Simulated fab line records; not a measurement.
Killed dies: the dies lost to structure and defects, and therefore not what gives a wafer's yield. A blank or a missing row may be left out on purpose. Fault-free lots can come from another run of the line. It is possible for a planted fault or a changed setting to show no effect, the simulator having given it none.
What tool caused it? / flow sky130 / 6 lots (17 wafers sampled), 1 step of a 708-step route

== WHAT EACH GAUGE READ, for each wafer ==
SKY_VT_ADJUST_LVTN_OVL_MEAS_18.
lot=L894; measured=day 8 07:42; on=overlay-01; VT_ADJUST_LVTN_01_OVL (nm)=1.3 3.9 5.7
lot=L896; measured=day 9 02:31; on=overlay-01; VT_ADJUST_LVTN_01_OVL (nm)=-1.3 2.3 0.7
lot=L898; measured=day 9 19:04; on=overlay-02; VT_ADJUST_LVTN_01_OVL (nm)=0.6 1.7 1.0
lot=L900; measured=day 10 06:44; on=overlay-01; VT_ADJUST_LVTN_01_OVL (nm)=2.8 2.0 0.6
lot=L903; measured=day 11 04:56; on=overlay-01; VT_ADJUST_LVTN_01_OVL (nm)=-2.8 -0.7
lot=L910; measured=day 13 07:11; on=overlay-02; VT_ADJUST_LVTN_01_OVL (nm)=1.1 0.7 0.9

== WHAT TOOL EACH LOT RAN ON (gives the tool, then ch and the chambers of the sampled wafers, and finally the start) ==
The record holds no process step before these readings.

== THE ANSWER, worked out from the rows above alone ==
Rule: the lots themselves supply what counts as usual. Put in order of their means at a reading, lots are off if they are a third of the lots or fewer, leave a main group of 4 or more, and stand apart from it by a gap of 3 or more times the standard deviation of the main group's means; of several such gaps the widest counts. A main group whose means are all the same, to the digits that the tables above print for the reading, isn't used. A lot without any number at a reading at which 4 lots or more have one is off too. Any other lot the step has rows for is counted as sound.
Across all readings shown, no lot is off: no conclusion can be drawn from this.

== WHAT THE SIMULATOR HAD INSERTED ==
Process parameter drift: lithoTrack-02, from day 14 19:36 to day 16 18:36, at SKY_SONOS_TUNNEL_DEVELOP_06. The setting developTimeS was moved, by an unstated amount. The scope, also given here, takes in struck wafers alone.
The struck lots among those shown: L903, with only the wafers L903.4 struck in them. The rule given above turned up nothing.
